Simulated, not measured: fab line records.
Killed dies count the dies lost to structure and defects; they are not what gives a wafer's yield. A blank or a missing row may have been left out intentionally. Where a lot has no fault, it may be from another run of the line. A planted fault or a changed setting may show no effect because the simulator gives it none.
Which tool did it? / flow sky130 / Sampling: 24 lots, 72 wafers, 4 of 708 route steps

WHAT THE GAUGES READ, wafer by wafer
SKY_FIELD_ISO_THK_MEAS_02.
lot=L074; measured=day 1 12:44; on=filmMetro-02; FIELD_ISO_OXIDATION_00_THK (nm)=12.18 12.25 11.89
lot=L075; measured=day 1 18:37; on=filmMetro-01; FIELD_ISO_OXIDATION_00_THK (nm)=12.28 12.27 12.24
lot=L076; measured=day 1 22:17; on=filmMetro-02; FIELD_ISO_OXIDATION_00_THK (nm)=12.15 12.15 12.06
lot=L077; measured=day 2 03:59; on=filmMetro-01; FIELD_ISO_OXIDATION_00_THK (nm)=11.87 12.02 12.02
lot=L078; measured=day 2 07:39; on=filmMetro-01; FIELD_ISO_OXIDATION_00_THK (nm)=11.92 11.95 12.06
lot=L079; measured=day 2 12:38; on=filmMetro-01; FIELD_ISO_OXIDATION_00_THK (nm)=11.91 11.93 11.88
lot=L080; measured=day 2 17:58; on=filmMetro-02; FIELD_ISO_OXIDATION_00_THK (nm)=12.16 11.90 11.99
lot=L081; measured=day 2 22:38; on=filmMetro-01; FIELD_ISO_OXIDATION_00_THK (nm)=12.19 11.92 12.14
lot=L082; measured=day 3 05:25; on=filmMetro-02; FIELD_ISO_OXIDATION_00_THK (nm)=12.10 12.06 11.96
lot=L083; measured=day 3 08:51; on=filmMetro-01; FIELD_ISO_OXIDATION_00_THK (nm)=11.82 12.02 12.01
lot=L084; measured=day 3 14:35; on=filmMetro-02; FIELD_ISO_OXIDATION_00_THK (nm)=12.19 11.86 11.90
lot=L085; measured=day 3 18:52; on=filmMetro-04; FIELD_ISO_OXIDATION_00_THK (nm)=11.88 11.93 11.71
lot=L086; measured=day 4 01:37; on=filmMetro-02; FIELD_ISO_OXIDATION_00_THK (nm)=11.90 11.90 11.75
lot=L087; measured=day 4 06:08; on=filmMetro-01; FIELD_ISO_OXIDATION_00_THK (nm)=12.26 12.13 12.31
lot=L088; measured=day 4 10:27; on=filmMetro-04; FIELD_ISO_OXIDATION_00_THK (nm)=12.09 11.99 12.15
lot=L089; measured=day 4 14:38; on=filmMetro-04; FIELD_ISO_OXIDATION_00_THK (nm)=12.29 12.11 12.16
lot=L090; measured=day 4 20:41; on=filmMetro-02; FIELD_ISO_OXIDATION_00_THK (nm)=12.20 12.24 12.20
lot=L091; measured=day 5 02:01; on=filmMetro-02; FIELD_ISO_OXIDATION_00_THK (nm)=12.04 11.99 12.21
lot=L092; measured=day 5 09:14; on=filmMetro-04; FIELD_ISO_OXIDATION_00_THK (nm)=11.77 11.83 11.55
lot=L093; measured=day 5 13:29; on=filmMetro-01; FIELD_ISO_OXIDATION_00_THK (nm)=11.70 12.03 12.03
lot=L094; measured=day 5 16:58; on=filmMetro-02; FIELD_ISO_OXIDATION_00_THK (nm)=12.52 12.40 12.57
lot=L095; measured=day 5 20:58; on=filmMetro-04; FIELD_ISO_OXIDATION_00_THK (nm)=11.90 11.83 11.96
lot=L096; measured=day 6 02:51; on=filmMetro-04; FIELD_ISO_OXIDATION_00_THK (nm)=12.66 12.76 12.41
lot=L097; measured=day 6 06:38; on=filmMetro-04; FIELD_ISO_OXIDATION_00_THK (nm)=11.90 11.79 11.66

SKY_FIELD_ISO_CD_MEAS_13: target cd 150 nm.
lot=L074; measured=day 2 04:55; on=cdSem-02; cdNm (nm)=152.1 152.1 150.3
lot=L075; measured=day 2 10:30; on=cdSem-01; cdNm (nm)=152.0 151.2 151.9
lot=L076; measured=day 2 15:41; on=cdSem-01; cdNm (nm)=150.8 149.6 149.5
lot=L077; measured=day 2 20:51; on=cdSem-01; cdNm (nm)=149.0 148.8 149.3
lot=L078; measured=day 3 04:22; on=cdSem-02; cdNm (nm)=151.7 150.5 150.5
lot=L079; measured=day 3 06:55; on=cdSem-02; cdNm (nm)=150.0 149.9 150.4
lot=L080; measured=day 3 11:37; on=cdSem-01; cdNm (nm)=152.5 150.9 152.8
lot=L081; measured=day 3 18:15; on=cdSem-01; cdNm (nm)=151.4 152.2 150.4
lot=L082; measured=day 3 23:18; on=cdSem-02; cdNm (nm)=151.9 151.0 150.2
lot=L083; measured=day 4 03:35; on=cdSem-02; cdNm (nm)=150.3 149.9 150.9
lot=L084; measured=day 4 09:07; on=cdSem-01; cdNm (nm)=152.9 151.4 152.5
lot=L085; measured=day 4 14:35; on=cdSem-01; cdNm (nm)=150.3 150.5 150.7
lot=L086; measured=day 4 21:14; on=cdSem-01; cdNm (nm)=150.3 150.5 151.7
lot=L087; measured=day 5 02:01; on=cdSem-01; cdNm (nm)=151.1 148.6 151.6
lot=L088; measured=day 5 08:11; on=cdSem-02; cdNm (nm)=148.8 149.1 150.0
lot=L089; measured=day 5 10:03; on=cdSem-01; cdNm (nm)=149.6 148.5 149.8
lot=L090; measured=day 5 16:08; on=cdSem-02; cdNm (nm)=148.1 148.2 148.6
lot=L091; measured=day 5 21:15; on=cdSem-01; cdNm (nm)=149.9 152.8 152.0
lot=L092; measured=day 6 06:18; on=cdSem-01; cdNm (nm)=148.6 149.4 149.5
lot=L093; measured=day 6 10:43; on=cdSem-01; cdNm (nm)=150.8 151.1 151.4
lot=L094; measured=day 6 13:23; on=cdSem-01; cdNm (nm)=149.9 150.6 149.7
lot=L095; measured=day 6 17:54; on=cdSem-01; cdNm (nm)=150.1 149.9 150.3
lot=L096; measured=day 6 23:50; on=cdSem-02; cdNm (nm)=148.7 148.2 149.9
lot=L097; measured=day 7 03:39; on=cdSem-02; cdNm (nm)=150.1 149.1 148.9

SKY_POLY_GATE_THK_MEAS_04.
lot=L074; measured=day 15 01:07; on=filmMetro-01; POLY_GATE_CVD_03_THK (nm)=74.6 74.7 75.5
lot=L075; measured=day 15 09:34; on=filmMetro-01; POLY_GATE_CVD_03_THK (nm)=74.3 74.0 73.9
lot=L076; measured=day 15 19:38; on=filmMetro-01; POLY_GATE_CVD_03_THK (nm)=73.8 74.3 74.7
lot=L077; measured=day 16 10:36; on=filmMetro-03; POLY_GATE_CVD_03_THK (nm)=74.1 73.7 73.9
lot=L078; measured=day 16 20:37; on=filmMetro-03; POLY_GATE_CVD_03_THK (nm)=74.4 74.1 74.1
lot=L079; measured=day 17 00:06; on=filmMetro-03; POLY_GATE_CVD_03_THK (nm)=74.7 74.6 74.6
lot=L080; measured=day 17 10:52; on=filmMetro-03; POLY_GATE_CVD_03_THK (nm)=74.8 74.9 74.9
lot=L081; measured=day 17 22:57; on=filmMetro-01; POLY_GATE_CVD_03_THK (nm)=73.9 73.9 73.9
lot=L082; measured=day 18 03:46; on=filmMetro-03; POLY_GATE_CVD_03_THK (nm)=72.8 73.3 73.6
lot=L083; measured=day 18 18:47; on=filmMetro-03; POLY_GATE_CVD_03_THK (nm)=74.4 74.5 74.0
lot=L084; measured=day 18 17:26; on=filmMetro-04; POLY_GATE_CVD_03_THK (nm)=74.9 75.4 75.9
lot=L085; measured=day 19 05:17; on=filmMetro-03; POLY_GATE_CVD_03_THK (nm)=73.7 74.3 73.7
lot=L086; measured=day 20 04:01; on=filmMetro-04; POLY_GATE_CVD_03_THK (nm)=74.4 74.8 75.1
lot=L087; measured=day 20 09:13; on=filmMetro-01; POLY_GATE_CVD_03_THK (nm)=74.1 74.8 74.2
lot=L088; measured=day 20 20:25; on=filmMetro-04; POLY_GATE_CVD_03_THK (nm)=73.3 73.2 73.6
lot=L089; measured=day 20 18:34; on=filmMetro-01; POLY_GATE_CVD_03_THK (nm)=73.8 73.6 73.8
lot=L090; measured=day 21 04:35; on=filmMetro-01; POLY_GATE_CVD_03_THK (nm)=74.5 75.0 75.0
lot=L091; measured=day 21 07:25; on=filmMetro-03; POLY_GATE_CVD_03_THK (nm)=74.2 73.5 73.6
lot=L092; measured=day 21 22:47; on=filmMetro-01; POLY_GATE_CVD_03_THK (nm)=73.4 73.6 73.4
lot=L093; measured=day 22 01:33; on=filmMetro-04; POLY_GATE_CVD_03_THK (nm)=73.6 73.3 73.9
lot=L094; measured=day 22 14:28; on=filmMetro-03; POLY_GATE_CVD_03_THK (nm)=74.9 74.8 74.7
lot=L095; measured=day 22 17:26; on=filmMetro-01; POLY_GATE_CVD_03_THK (nm)=73.9 74.3 73.5
lot=L096; measured=day 23 05:44; on=filmMetro-01; POLY_GATE_CVD_03_THK (nm)=73.4 74.4 73.5
lot=L097; measured=day 23 07:58; on=filmMetro-03; POLY_GATE_CVD_03_THK (nm)=74.4 74.7 74.7

EACH LOT AND THE TOOL THAT RAN IT (in order: tool; ch and the chambers of the sampled wafers; start)
lot=L074; SKY_FIELD_ISO_CMP_27=cmp-01 ch 1,2, day 2 09:08
lot=L075; SKY_FIELD_ISO_CMP_27=cmp-01 ch 1,2,3, day 2 14:19
lot=L076; SKY_FIELD_ISO_CMP_27=cmp-02 ch 0,1, day 2 20:32
lot=L077; SKY_FIELD_ISO_CMP_27=cmp-01 ch 1,2, day 3 02:39
lot=L078; SKY_FIELD_ISO_CMP_27=cmp-02 ch 1,2,3, day 3 10:47
lot=L079; SKY_FIELD_ISO_CMP_27=cmp-01 ch 1,3, day 3 13:04
lot=L080; SKY_FIELD_ISO_CMP_27=cmp-01 ch 0,1, day 3 17:38
lot=L081; SKY_FIELD_ISO_CMP_27=cmp-02 ch 1,2,3, day 4 00:08
lot=L082; SKY_FIELD_ISO_CMP_27=cmp-02 ch 1,2,3, day 4 05:46
lot=L083; SKY_FIELD_ISO_CMP_27=cmp-01 ch 1,2,3, day 4 09:32
lot=L084; SKY_FIELD_ISO_CMP_27=cmp-02 ch 0,1,2, day 4 12:46
lot=L085; SKY_FIELD_ISO_CMP_27=cmp-02 ch 0,1,3, day 4 18:40
lot=L086; SKY_FIELD_ISO_CMP_27=cmp-02 ch 1,2, day 5 03:34
lot=L087; SKY_FIELD_ISO_CMP_27=cmp-02 ch 0,2,3, day 5 12:04
lot=L088; SKY_FIELD_ISO_CMP_27=cmp-01 ch 1,2, day 5 15:02
lot=L089; SKY_FIELD_ISO_CMP_27=cmp-02 ch 1,2, day 5 15:02
lot=L090; SKY_FIELD_ISO_CMP_27=cmp-02 ch 0,2,3, day 5 22:28
lot=L091; SKY_FIELD_ISO_CMP_27=cmp-01 ch 0,1,3, day 6 01:20
lot=L092; SKY_FIELD_ISO_CMP_27=cmp-01 ch 0,1, day 6 09:48
lot=L093; SKY_FIELD_ISO_CMP_27=cmp-01 ch 0,1,3, day 6 15:03
lot=L094; SKY_FIELD_ISO_CMP_27=cmp-01 ch 0,3, day 6 16:51
lot=L095; SKY_FIELD_ISO_CMP_27=cmp-02 ch 0,1,2, day 6 23:38
lot=L096; SKY_FIELD_ISO_CMP_27=cmp-01 ch 1,2,3, day 7 03:35
lot=L097; SKY_FIELD_ISO_CMP_27=cmp-02 ch 0,1,2, day 7 08:17
- SKY_FIELD_ISO_CMP_27: polishes, stops on Si3N4, t overpolish 16 s, target thk 457.8 nm.

WHAT THE TOOLS THEMSELVES READ (means of the sampled wafers that have a number; where no wafer has one, the mark that the record gives instead)
SKY_FIELD_ISO_CMP_27.
lot=L074; tool=cmp-01; motorCurrentA (A)=12.0; overpolishRunS (s)=15.995; timeToEndpointS (s)=117
lot=L075; tool=cmp-01; motorCurrentA (A)=12.0; overpolishRunS (s)=16.007; timeToEndpointS (s)=116
lot=L076; tool=cmp-02; motorCurrentA (A)=12.2; overpolishRunS (s)=16.002; timeToEndpointS (s)=116
lot=L077; tool=cmp-01; motorCurrentA (A)=11.7; overpolishRunS (s)=16.001; timeToEndpointS (s)=118
lot=L078; tool=cmp-02; motorCurrentA (A)=13.0; overpolishRunS (s)=15.997; timeToEndpointS (s)=109
lot=L079; tool=cmp-01; motorCurrentA (A)=12.7; overpolishRunS (s)=15.996; timeToEndpointS (s)=114
lot=L080; tool=cmp-01; motorCurrentA (A)=12.2; overpolishRunS (s)=16.002; timeToEndpointS (s)=115
lot=L081; tool=cmp-02; motorCurrentA (A)=12.7; overpolishRunS (s)=16.006; timeToEndpointS (s)=112
lot=L082; tool=cmp-02; motorCurrentA (A)=12.8; overpolishRunS (s)=16.003; timeToEndpointS (s)=117
lot=L083; tool=cmp-01; motorCurrentA (A)=12.0; overpolishRunS (s)=15.994; timeToEndpointS (s)=114
lot=L084; tool=cmp-02; motorCurrentA (A)=12.5; overpolishRunS (s)=16.006; timeToEndpointS (s)=113
lot=L085; tool=cmp-02; motorCurrentA (A)=12.1; overpolishRunS (s)=16.003; timeToEndpointS (s)=109
lot=L086; tool=cmp-02; motorCurrentA (A)=13.6; overpolishRunS (s)=16.010; timeToEndpointS (s)=111
lot=L087; tool=cmp-02; motorCurrentA (A)=11.9; overpolishRunS (s)=15.990; timeToEndpointS (s)=110
lot=L088; tool=cmp-01; motorCurrentA (A)=12.2; overpolishRunS (s)=16.005; timeToEndpointS (s)=119
lot=L089; tool=cmp-02; motorCurrentA (A)=13.6; overpolishRunS (s)=16.000; timeToEndpointS (s)=108
lot=L090; tool=cmp-02; motorCurrentA (A)=12.0; overpolishRunS (s)=16.003; timeToEndpointS (s)=106
lot=L091; tool=cmp-01; motorCurrentA (A)=12.4; overpolishRunS (s)=16.000; timeToEndpointS (s)=121
lot=L092; tool=cmp-01; motorCurrentA (A)=11.6; overpolishRunS (s)=16.002; timeToEndpointS (s)=119
lot=L093; tool=cmp-01; motorCurrentA (A)=12.1; overpolishRunS (s)=16.007; timeToEndpointS (s)=118
lot=L094; tool=cmp-01; motorCurrentA (A)=12.1; overpolishRunS (s)=15.995; timeToEndpointS (s)=120
lot=L095; tool=cmp-02; motorCurrentA (A)=12.7; overpolishRunS (s)=16.012; timeToEndpointS (s)=116
lot=L096; tool=cmp-01; motorCurrentA (A)=12.0; overpolishRunS (s)=16.004; timeToEndpointS (s)=117
lot=L097; tool=cmp-02; motorCurrentA (A)=12.7; overpolishRunS (s)=15.998; timeToEndpointS (s)=114

THE ANSWER, worked out from the rows above alone
Rule: the lots themselves supply what counts as usual. Put in order of their means at a reading, lots are off if they are a third of the lots or fewer, leave a main group of 4 or more, and stand apart from it by a gap of 3 or more times the standard deviation of the main group's means; of several such gaps the widest counts. Not used: any main group whose means are identical at the precision the tables above print for the reading. Also off: a lot with no number at a reading for which 4 or more lots have one. Any other lot the step has rows for is counted as sound. First the gauges in route order, then the tools' own readings, where a lot's mean is used as printed above. The first step at which some lot is off is used, and at that step the reading that is off furthest; a lot without a number counts as furthest.
Nothing can be told from this: no lot is off at any reading shown.

WHAT THE SIMULATOR PUT IN
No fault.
